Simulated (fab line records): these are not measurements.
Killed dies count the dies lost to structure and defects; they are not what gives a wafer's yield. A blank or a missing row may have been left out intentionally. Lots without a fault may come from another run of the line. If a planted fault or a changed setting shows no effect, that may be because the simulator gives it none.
Matching of chambers + flow gf180mcu + GF_CONTACT_CMP_27 on cmp-01 has 4 sister chambers
The step polishes, stops on SiO2, t overpolish 15 s, target thk 0 nm. 4 wafers are shown with their chamber, then 7 later ones without.

== WAFERS PAIRED WITH THEIR CHAMBERS ==
| wafer  | chamber | motor current A (A) |
|--------|---------|---------------------|
| L774.5 | 1       | 9.7                 |
| L777.3 | 2       | 10.5                |
| L778.1 | 0       | 9.8                 |
| L778.2 | 3       | 9.2                 |

== WAFERS WITH NO CHAMBER GIVEN ==
| wafer  | motor current A (A) |
|--------|---------------------|
| L778.5 | 9.8                 |
| L779.4 | 10.8                |
| L779.5 | 9.3                 |
| L779.6 | 9.5                 |
| L780.1 | 9.0                 |
| L780.3 | 10.3                |
| L780.5 | 9.4                 |

== THE CHAMBER EACH PASSED THROUGH ==
| wafer  | from the rows above          | in truth                   |
|--------|------------------------------|----------------------------|
| L778.5 | can't be placed: 0 or 1      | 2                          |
| L779.4 | 2                            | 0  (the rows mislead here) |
| L779.5 | can't be placed: 3 or 1      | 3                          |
| L779.6 | can't be placed: 1 or 0 or 3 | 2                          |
| L780.1 | 3                            | 3                          |
| L780.3 | can't be placed: 2 or 0      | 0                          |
| L780.5 | can't be placed: 3 or 1 or 0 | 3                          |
1 of 7 placed correctly. Can't be placed from these rows: 5 (the true chamber is among the candidates in 3). Wrongly placed: 1.
How it was worked out, from the rows above alone: a wafer's distance from a chamber is the root of the sum, over the readings, of the square of ((its reading less the chamber's mean) divided by the reading's scatter). The wafer belongs to the nearest chamber; if the next one is less than 2 further off, it can't be placed. For every chamber, the mean is computed from those of its wafers that are shown. The scatter: root of mean squared gap, hidden wafer to nearest shown wafer, with one shown wafer a chamber.
